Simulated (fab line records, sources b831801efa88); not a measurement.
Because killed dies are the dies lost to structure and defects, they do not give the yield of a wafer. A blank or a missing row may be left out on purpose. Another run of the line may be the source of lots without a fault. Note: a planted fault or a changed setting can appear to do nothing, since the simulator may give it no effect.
Code-filled problem report in 8D (eight disciplines) form -- flow gf180mcu -- the parts of the form that need people (team, actions taken, sign-off) are left out

== 1. PROBLEM STATEMENT ==
plate temp C at GF_LVPWELL_SOFTBAKE_03 reads a mean of 109.08 C on 6 wafers of 2 lots; wafers without a fault read 110.00 C with a standard deviation of 0.13. Relative to the usual mean, that is a shift of -7.1 standard deviations.
The first sign was on wafer L774.1 at day 7 09:11, on litho track-01. The record has a number at this step for 39 wafers belonging to 13 lots. By rule, "out" or "out of limits" means more than 4 standard deviations away from the usual mean. The rest of the wafers with a number are treated as sound.

== 2. WHAT IT IS AND WHAT IT IS NOT ==
question,is,is not
which readings at this step,"plate temp C, heater power total W",-
which lots,"L774, L776","L758, L759, L760, L761, L762, L763, L764, L765, L766, L767, L780"
which wafers of those lots,all that have a number,-
read on which tools,litho track-01,"litho track-02, litho track-04"
when,from day 7 09:11,up to then (30 sound wafers); but 3 sound wafers of L780 came after

== 3. THE SUSPECTS, EACH WITH WHAT RULES IT OUT ==
Counting: a tool at a process step up to the reading stays a suspect if it ran every lot that is out and no sound lot after the first of them.
- litho track-01 at GF_LVPWELL_SOFTBAKE_03: kept. Every lot that is out went through it, starting with L774 (day 7 09:11), and after that it ran no sound lot; the last sound lot it ran before then is L765 (day 5 09:02). Out on those wafers are its own readings of heater power total W, plate temp C.
After counting, what remains is litho track-01 at GF_LVPWELL_SOFTBAKE_03.

== 4. THE CAUSE (what the simulator had put in) ==
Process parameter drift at GF_LVPWELL_SOFTBAKE_03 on litho track-01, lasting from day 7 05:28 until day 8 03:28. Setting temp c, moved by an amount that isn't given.
The count eliminated every tool but this one.

== 5. THE CHAIN OF EFFECTS, in route order ==
One row per reading whose mean, taken over the struck wafers that have a number, lies over 3 standard deviations from the usual. Only readings for which the record gives a usual standard deviation are gone through. hours: the time from each lot's start at the first step in this table that gives one to its start at this step, as a median over the lots. sigmas: the change in usual standard deviations.
hours,step,reading,usual,on struck wafers,change,sigmas
0,GF_LVPWELL_SOFTBAKE_03,heater power total W,65.34 W,64.61,-0.73,-5.2
0,GF_LVPWELL_SOFTBAKE_03,plate temp C,110.00 C,109.08,-0.92,-7.1
Its process steps:
- GF_LVPWELL_SOFTBAKE_03
At these later measuring or inspecting steps, every struck wafer for which the step has a row has a number for every such reading, and none has moved that far: GF_LVPWELL_TW_MEAS_11.

== 6. WHAT WOULD HAVE CAUGHT IT SOONER ==
In this record no reading fell out of limits until day 7 09:11, 4 hours after the fault had begun at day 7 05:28.
